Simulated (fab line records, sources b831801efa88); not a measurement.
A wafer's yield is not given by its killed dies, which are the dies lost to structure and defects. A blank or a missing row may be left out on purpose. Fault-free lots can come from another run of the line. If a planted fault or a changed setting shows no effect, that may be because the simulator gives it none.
Matching of chambers | flow sky130 | SKY_POLY_GATE_ETCH_15 on rieDiel-02 has 4 sister chambers
The step etches BARC in N2/H2, stops on SiO2, time 118.5 s, target depth 110 nm. 20 wafers are shown with their chamber, then 9 later ones without.

== WAFERS WITH THEIR CHAMBER ==
wafer  | chamber | drypumpMotorCurrentA (A) | oesProductAu (a.u.) | throttleValvePct (%)
L119.1 | 2       | 4.8                      | 0.720               | 13.216
L119.2 | 3       | 5.4                      | 0.726               | 13.207
L119.6 | 2       | 4.8                      | 0.718               | 13.223
L120.3 | 0       | 5.5                      | 0.710               | 13.222
L120.4 | 1       | 5.5                      | 0.717               | 13.232
L120.5 | 0       | 5.5                      | 0.718               | 13.206
L121.3 | 2       | 4.8                      | 0.718               | 13.214
L121.5 | 2       | 4.8                      | 0.722               | 13.209
L121.6 | 3       | 5.4                      | 0.717               | 13.224
L124.1 | 2       | 4.8                      | 0.721               | 13.214
L124.3 | 1       | 5.5                      | 0.716               | 13.205
L124.5 | 2       | 4.8                      | 0.712               | 13.214
L130.1 | 2       | 4.8                      | 0.715               | 13.201
L130.2 | 1       | 5.5                      | 0.711               | 13.215
L130.6 | 3       | 5.4                      | 0.714               | 13.211
L131.2 | 3       | 5.4                      | 0.714               | 13.228
L131.4 | 1       | 5.5                      | 0.715               | 13.217
L132.3 | 1       | 5.6                      | 0.720               | 13.210
L132.4 | 3       | 5.4                      | 0.714               | 13.208
L132.5 | 2       | 4.8                      | 0.711               | 13.213

SIGNATURES (means of the wafers above)
reading              | chamber 0 | chamber 1 | chamber 2 | chamber 3 | scatter within a chamber
drypumpMotorCurrentA | 5.500     | 5.520     | 4.800     | 5.400     | 0.0224
oesProductAu         | 0.71400   | 0.71580   | 0.71713   | 0.71700   | 0.00433
throttleValvePct     | 13.21400  | 13.21580  | 13.21300  | 13.21560  | 0.00863
Rule: a wafer lies at a distance from a chamber equal to the root of the sum of squares, over the readings, of (its reading less the chamber's mean, divided by the reading's scatter). If the next closest chamber is less than 2 further off than the closest, the wafer can't be placed; otherwise it belongs to the closest. The scatter is the square root of a quotient: the sum, over the shown wafers, of each reading's squared deviation from its chamber's mean, divided by wafers minus chambers.

== WAFERS WITH NO CHAMBER GIVEN ==
wafer  | drypumpMotorCurrentA (A) | oesProductAu (a.u.) | throttleValvePct (%)
L134.3 | 4.8                      | 0.713               | 13.225
L134.5 | 5.4                      | 0.717               | 13.217
L134.6 | 5.5                      | 0.716               | 13.216
L136.2 | 4.8                      | 0.712               | 13.200
L136.3 | 5.5                      | 0.712               | 13.203
L136.5 | 4.8                      | 0.707               | 13.217
L137.2 | 4.8                      | 0.719               | 13.216
L137.4 | 4.8                      | 0.720               | 13.208
L137.6 | 5.4                      | 0.714               | 13.208

== EACH ONE'S CHAMBER ==
wafer  | from the rows above     | in truth
L134.3 | 2                       | 2
L134.5 | 3                       | 3
L134.6 | can't be placed: 0 or 1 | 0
L136.2 | 2                       | 2
L136.3 | can't be placed: 0 or 1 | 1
L136.5 | 2                       | 2
L137.2 | 2                       | 2
L137.4 | 2                       | 2
L137.6 | 3                       | 3
Correct placement for 7 of the 9. These rows do not allow placing 2 (true chamber among the candidates in 2). Wrongly placed: 0.
